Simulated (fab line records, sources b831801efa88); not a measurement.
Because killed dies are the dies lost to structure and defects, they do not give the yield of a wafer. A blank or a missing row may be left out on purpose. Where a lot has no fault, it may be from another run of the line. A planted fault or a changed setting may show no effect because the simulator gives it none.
Struck lot and sound lot, side by side / flow gf180mcu / 17 steps out of a route of 602
Sound: the wafers L327.2, L327.5, L327.6. Struck: wafer L336.1; the same lot's L336.6 was not struck, so it is left out; see the end for the cause.
Order at every step that has rows: each side's tool, ch and its chambers, its first start. Under that, the readings that differ: sound wafers / struck wafers / difference of the means / sigmas: that difference in standard deviations of wafers without a fault.
alike: readings with means less than 2 such deviations apart, plus words and numbers identical on both sides. not compared: withheld readings, readings lacking a value on some wafer, bounds such as >300 that could conceal the same value, and numbers that have no deviation in the record and whose values overlap.
The two part at a step that has a row with sigmas, a row that says differs or no value, or rows on one side only. Non-overlapping numbers with no deviation appear without sigmas and do not part them. A reading missing from all wafers of one side parts the sides only when that side holds two or more wafers.

GF_STI_BOW_MEAS_00:
  sound on film-metro-01 at day 1 20:01; struck on film-metro-01 at day 3 17:00
  alike: INCOMING_BOW
then, 1 step without rows for these wafers: GF_STI_OXIDATION_01 (stabilise 600 s, purge 300 s, target thk 10 nm).
GF_STI_THK_MEAS_02:
  sound on film-metro-02 at day 1 21:31; struck on film-metro-01 at day 3 19:10
  alike: STI_OXIDATION_THK
then, 1 step without rows for these wafers: GF_STI_CVD_03 (deposits Si3N4 from DCS/NH3, target thk 207.16 nm, time 3551 s).
GF_STI_THK_MEAS_04:
  sound on film-metro-01 at day 2 00:34; struck on film-metro-02 at day 3 21:13
  alike: STI_CVD_03_THK
then, 4 steps without rows for these wafers: GF_STI_DEHYDRATE_05 (time 60 s); GF_STI_HMDS_06 (prime time 60 s); GF_STI_COAT_07 (resist thk 700 nm); GF_STI_SOFTBAKE_08 (time 60 s).
GF_STI_EXPOSE_09: exposes mask COMP, target cd 220 nm.
  sound on krf-scanner-02 ch 0, day 2 06:17; struck on krf-scanner-01 ch 0, day 4 04:09
  alike: mask
then, 2 steps without rows for these wafers: GF_STI_PEB_10 (peb time 90 s); GF_STI_DEVELOP_11 (develop time 60 s).
GF_STI_CD_MEAS_12 targets a cd of 220 nm.
  sound on cd-sem-02 at day 2 12:29; struck on cd-sem-02 at day 4 10:43
reading=cd-nm (nm); sound=219.9 221.2 220.9; struck=161.7; difference=-59.0; sigmas=-35
GF_STI_ETCH_13: etches the open film in CHF3/O2, stops on Si, target depth 282.31 nm, time 112.9 s.
  sound on rie-diel-03 ch 1,2,3, day 2 12:35; struck on rie-diel-04 ch 3, day 4 10:50
reading=drypump-motor-current-A (A); sound=5.1 5.9 5.4; struck=6.3; difference=+0.8; sigmas=+2
reading=model.STI.cd-nm (nm); sound=219.5 221.3 220.9; struck=161.4; difference=-59.2; sigmas=
  alike: chamber-pressure-mTorr, oes-product-au, throttle-valve-pct
  not compared: rf-hours-counter-h
GF_STI_ETCH_14: etches Si in HBr/Cl2/O2, target depth 360 nm, time 102.9 s.
  sound on rie-si-02 ch 1,2,3, day 2 12:40; struck on rie-si-01 ch 1, day 4 10:55
reading=model.STI.cd-nm (nm); sound=222.5 222.9 225.1; struck=158.9; difference=-64.6; sigmas=
  alike: chamber-pressure-mTorr, drypump-motor-current-A, oes-product-au, throttle-valve-pct
  not compared: rf-hours-counter-h
GF_STI_STRIP_15: strips in O2/N2.
  sound on plasma-asher-03 ch 0,1, day 2 12:44; struck on plasma-asher-03 ch 0, day 4 10:59
  alike: chamber-pressure-mTorr, drypump-motor-current-A, heater-power-w, oes-product-au, strip-time-to-endpoint-s
  not compared: rf-hours-counter-h
GF_PASSIVATION_PROBE_99:
  rows exist in the record for the sound wafers here (prober-01, day 29 10:35), none for the struck ones

WHERE THEY PART
At GF_STI_CD_MEAS_12 first; at GF_PASSIVATION_PROBE_99 last (within this record only).

WHY: what had been put in by the simulator
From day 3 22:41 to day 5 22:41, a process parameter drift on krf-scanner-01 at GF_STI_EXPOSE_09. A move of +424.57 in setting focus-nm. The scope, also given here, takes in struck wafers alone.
